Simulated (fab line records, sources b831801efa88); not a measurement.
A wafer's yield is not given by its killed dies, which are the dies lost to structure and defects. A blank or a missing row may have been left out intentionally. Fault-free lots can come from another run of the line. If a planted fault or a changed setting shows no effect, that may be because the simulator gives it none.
Struck lot and sound lot, side by side / flow sky130 / 30 out of 708 route steps
Sound: wafers L408.2, L408.4, L408.6. Wafers L425.1, L425.3, L425.6 were the ones struck. At the end, the cause is stated.
Each step with rows lists, per side, the tool, then ch with its chambers, then its first start. Under that, the readings that differ: sound wafers / struck wafers / difference of the means / sigmas: that difference in standard deviations of wafers without a fault.
alike: same words and numbers on both sides, and readings whose means sit less than 2 such deviations apart. not compared: any withheld reading, any reading some wafer has no value for, any bound like >300 that may hide the same value, and any number with overlapping values for which the record gives no deviation.
A row with sigmas, a row that says differs or no value, or rows on one side alone: a step with any of these is where the two part. When numbers do not overlap yet have no deviation, they are printed without sigmas and do not part them. Lack of a reading on every wafer of one side parts them only where that side has two or more wafers.

first, 5 steps without rows for these wafers: SKY_SONOS_ONO_COAT_08 (resist thk 1140 nm); SKY_SONOS_ONO_SOFTBAKE_09 (time 60 s); SKY_SONOS_ONO_EXPOSE_10 (exposes mask ONOM, target cd 410 nm); SKY_SONOS_ONO_PEB_11; SKY_SONOS_ONO_DEVELOP_12 (develop time 60 s).
SKY_SONOS_ONO_CD_MEAS_13 targets a cd of 410 nm.
  sound: cd sem-02 at day 13 23:06; struck: cd sem-01 at day 20 09:08
  alike: cd nm
SKY_SONOS_ONO_OVL_MEAS_14:
  sound: overlay-02 at day 13 23:13; struck: overlay-02 at day 20 09:15
reading=SONOS_ONO_OVL (nm); sound=-0.6 0.6 -0.1; struck=2.9 1.5 3.2; difference=+2.6; sigmas=+2
SKY_SONOS_ONO_ETCH_15: etches the open film in CHF3/O2, target depth 19.52 nm, time 7.8 s.
  sound on rie diel-04 ch 2,3, day 13 23:14; struck on rie diel-04 ch 0,2, day 20 09:17
  alike: bias w, drypump motor current A, oes product au, throttle valve pct
  not compared: rf hours counter h
then, 1 step without rows for these wafers: SKY_SONOS_ONO_WET_ETCH_16 (etches SiO2 in dHF, target depth 14 nm, time 280 s).
SKY_SONOS_ONO_STRIP_17: strips in O2/N2.
  sound on plasma asher-03 ch 0,1, day 13 23:20; struck on plasma asher-01 ch 0,1, day 20 09:24
reading=strip time to endpoint s (s); sound=14.18 14.18 14.21; struck=14.07 14.08 14.10; difference=-0.11; sigmas=-2
  alike: drypump motor current A, oes product au
  not compared: rf hours counter h
then, 2 steps without rows for these wafers: SKY_SONOS_ONO_WET_ETCH_18 (etches Si3N4 in H3PO4, target depth 15 nm, time 172 s); SKY_GATE_OXIDE_CLEAN_00 (cleans in SC1/SC2, time 150 s).
SKY_GATE_OXIDE_OXIDATION_01: stabilise 600 s, purge 300 s, target thk 10.268 nm.
  sound on furnace-01 ch 0, day 14 00:03; struck on furnace-01 ch 0, day 20 10:52
reading=model.SiO2_of_GATE_OXIDE_OXIDATION_01.thk nm (nm); sound=10.64 10.54 10.58; struck=11.66 11.6 11.77; difference=+1.09; sigmas=
  alike: ox temp c max, zone power centre pct, zone power top pct
SKY_GATE_OXIDE_THK_MEAS_02:
  sound: film metro-03 at day 14 01:28; struck: film metro-03 at day 20 12:16
reading=GATE_OXIDE_OXIDATION_00_THK (nm); sound=10.67 10.50 10.61; struck=11.65 11.57 11.79; difference=+1.08; sigmas=+6
then, 7 steps without rows for these wafers: SKY_GATE_OXIDE_DEHYDRATE_03 (time 60 s); SKY_GATE_OXIDE_HMDS_04 (prime time 60 s); SKY_GATE_OXIDE_COAT_05 (resist thk 1140 nm); SKY_GATE_OXIDE_SOFTBAKE_06 (time 60 s); SKY_GATE_OXIDE_EXPOSE_07 (exposes mask LVOM, target cd 600 nm); SKY_GATE_OXIDE_PEB_08; SKY_GATE_OXIDE_DEVELOP_09 (develop time 60 s).
SKY_GATE_OXIDE_OVL_MEAS_10:
  sound: overlay-01 at day 15 03:26; struck: overlay-01 at day 21 17:05
  alike: GATE_OXIDE_OVL
then, 2 steps without rows for these wafers: SKY_GATE_OXIDE_IMPLANT_11; SKY_GATE_OXIDE_WET_ETCH_12 (etches SiO2 in dHF, target depth 16.8 nm, time 336 s).
SKY_GATE_OXIDE_STRIP_13: strips in O2/N2.
  sound on plasma asher-03 ch 0,1, day 15 03:43; struck on plasma asher-03 ch 0,1, day 21 17:22
  alike: drypump motor current A, oes product au, strip time to endpoint s
  not compared: rf hours counter h
SKY_GATE_OXIDE_TW_MEAS_14:
  sound: film metro-04 at day 15 03:50; struck: film metro-01 at day 21 17:28
  alike: GATE_OXIDE_TW
then, 1 step without rows for these wafers: SKY_GATE_OXIDE_CLEAN_15 (cleans in SC1/SC2, time 150 s).
SKY_GATE_OXIDE_OXIDATION_16: stabilise 600 s, purge 300 s, target thk 3.57 nm.
  sound on furnace-02 ch 0, day 15 03:56; struck on furnace-02 ch 0, day 21 17:35
reading=model.SiO2_of_GATE_OXIDE_OXIDATION_01.thk nm (nm); sound=11.94 11.81 11.88; struck=12.86 12.8 12.96; difference=+1.00; sigmas=
  alike: ox temp c max, ramp down c per min, zone power centre pct, zone power top pct
then, 1 step without rows for these wafers: SKY_POLY_GATE_CVD_00 (deposits poly-Si, target thk 180 nm, time 720 s).
-- here the record skips 30 days between the struck wafers' starts before and after, leaving off in module POLY_GATE and picking up in module PAD_OPEN (first step shown: number 708 of the route) --
SKY_PAD_OPEN_PROBE_99:
  sound: prober-02 at day 46 23:00; struck: prober-01 at day 51 17:14
reading=killed at front end; sound=19 16 24; struck=12 7 12; difference=-9; sigmas=-2
reading=model.etest.nfet_16v.r on ohm um; sound=1.419e+04 1.417e+04 1.428e+04; struck=1.466e+04 1.476e+04 1.474e+04; difference=+5.067e+02; sigmas=
reading=model.etest.tip sonos.rs ohm sq; sound=2735 2717 2756; struck=3030 3006 3030; difference=+286; sigmas=
reading=model.etest.pfet g5v0d10v5.r on ohm um; sound=4734 4803 4846; struck=5074 5096 5116; difference=+301; sigmas=
reading=model.etest.nfet g5v0d10v5.r on ohm um; sound=1912 1925 1932; struck=2040 1998 2012; difference=+94; sigmas=
reading=model.etest.nfet g5v0d10v5.drive ua um; sound=587.4 592.4 588.3; struck=547.4 550.1 542.2; difference=-42.8; sigmas=
reading=model.etest.nfet_05v0_nvt.drive ua um; sound=560.2 560.4 559.7; struck=522 524.5 520.9; difference=-38; sigmas=
reading=model.etest.pfet g5v0d10v5.drive ua um; sound=337.3 332.7 334; struck=311.7 310 311.9; difference=-23.5; sigmas=
reading=model.etest.nfet_16v.drive ua um; sound=216 216.1 216.1; struck=196.6 199 196.7; difference=-18.6; sigmas=
  alike: killed_at_M0_to_M3, killed_at_M4_up, killed at contacts, killed at other, killed dies, killed open, killed short

## WHERE THEY PART
Earliest at SKY_SONOS_ONO_OVL_MEAS_14; latest, in this record, at SKY_PAD_OPEN_PROBE_99.

WHY: whatever the simulator had introduced
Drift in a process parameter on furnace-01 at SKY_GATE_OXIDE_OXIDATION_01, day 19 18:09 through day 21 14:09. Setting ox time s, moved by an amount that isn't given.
